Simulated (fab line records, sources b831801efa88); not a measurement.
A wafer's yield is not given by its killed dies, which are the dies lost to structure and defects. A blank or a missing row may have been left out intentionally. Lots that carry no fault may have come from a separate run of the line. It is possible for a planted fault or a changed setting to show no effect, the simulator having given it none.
Check for tools in common | flow gf180mcu | Sampled: 11 lots, 33 wafers

## THE REASON FOR OPENING IT
Of 11 lots, 2 have the reading DUAL_GATE_OXIDATION_00_THK flagged at GF_DUAL_GATE_THK_MEAS_03. Wafers without a fault read 10.97 nm, standard deviation 0.21.
Rule: a lot is flagged in two cases, either no wafer of it has a number, or all its wafers with numbers fall more than 4 standard deviations from that mean. All remaining lots are regarded as sound.

lot  | measured     | on            | DUAL_GATE_OXIDATION_00_THK (nm), wafer by wafer | flag
L512 | day 7 17:52  | film_metro-03 | 10.89 10.76 10.95                               |
L513 | day 7 23:04  | film_metro-03 | 10.65 10.59 10.41                               |
L514 | day 8 05:23  | film_metro-01 | 11.01 11.07 11.04                               |
L515 | day 8 12:40  | film_metro-02 | 10.68 10.86 10.70                               |
L516 | day 8 19:59  | film_metro-02 | 10.68 10.86 10.89                               |
L520 | day 9 22:08  | film_metro-01 | 10.91 11.22 10.89                               |
L522 | day 10 07:52 | film_metro-01 | 9.91 9.68 9.77                                  | FLAGGED
L526 | day 11 13:31 | film_metro-02 | 9.59 9.36 9.27                                  | FLAGGED
L531 | day 13 00:54 | film_metro-02 | 11.01 11.03 10.87                               |
L533 | day 13 12:09 | film_metro-02 | 11.31 10.98 11.03                               |
L535 | day 14 01:25 | film_metro-03 | 10.85 10.87 10.85                               |
The numbers of the flagged lots are 9.60 nm on average: -1.37 nm against the usual, or -7 standard deviations.

## EACH LOT AND THE TOOL IT RAN ON
The record keeps 1 process step preceding the reading, out of 602 steps on the route. Cell contents, in order: the tool; ch with the chambers the sampled wafers went through; the start.
lot  | flag    | GF_DUAL_GATE_OXIDATION_02
L512 |         | furnace-02 ch 0, day 7 16:25
L513 |         | furnace-01 ch 0, day 7 21:37
L514 |         | furnace-01 ch 0, day 8 03:56
L515 |         | furnace-02 ch 0, day 8 11:13
L516 |         | furnace-01 ch 0, day 8 18:31
L520 |         | furnace-01 ch 0, day 9 20:42
L522 | FLAGGED | furnace-01 ch 0, day 10 06:25
L526 | FLAGGED | furnace-01 ch 0, day 11 12:04
L531 |         | furnace-02 ch 0, day 12 23:25
L533 |         | furnace-02 ch 0, day 13 10:38
L535 |         | furnace-02 ch 0, day 13 23:58
What the steps here do:
- GF_DUAL_GATE_OXIDATION_02: stabilise 600 s, purge 300 s, target thk 10.887 nm.
- GF_DUAL_GATE_THK_MEAS_03

## FLAGGED AGAINST TOTAL, ONE TOOL AT A TIME (gauges that did the reading follow at the end)
step                      | tool          | lots run | flagged | share of the flagged lots | sound lots run after its first flagged lot
GF_DUAL_GATE_OXIDATION_02 | furnace-01    | 6        | 2       | all                       | 0
GF_DUAL_GATE_OXIDATION_02 | furnace-02    | 5        | 0       | none                      | -
GF_DUAL_GATE_THK_MEAS_03  | film_metro-01 | 3        | 1       | some                      | 0
GF_DUAL_GATE_THK_MEAS_03  | film_metro-02 | 5        | 1       | some                      | 2 (L531,L533)
GF_DUAL_GATE_THK_MEAS_03  | film_metro-03 | 3        | 0       | none                      | -

## WHAT THE TABLE ALLOWS
1 row of the table ran every flagged lot: furnace-01 at GF_DUAL_GATE_OXIDATION_02.
- furnace-01 at GF_DUAL_GATE_OXIDATION_02 ran 6 lots, 2 of them flagged. A fault beginning between L520 (day 9 20:42), its last sound lot, and L522 (day 10 06:25), its first flagged one, fits the data. Its own readings lie more than 4 standard deviations out on every wafer of the flagged lots: spike_tc_centre_C, spike_tc_lower_C, spike_tc_upper_C, tube_center_temp_C, tube_center_temp_C_max.
furnace-01 at GF_DUAL_GATE_OXIDATION_02 is the single tool remaining.

## WHAT THE SIMULATOR PUT IN
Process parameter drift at GF_DUAL_GATE_OXIDATION_02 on furnace-01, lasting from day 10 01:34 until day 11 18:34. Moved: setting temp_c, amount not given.
Lots struck among those shown: L522, L526. This agrees with what the rule above found.
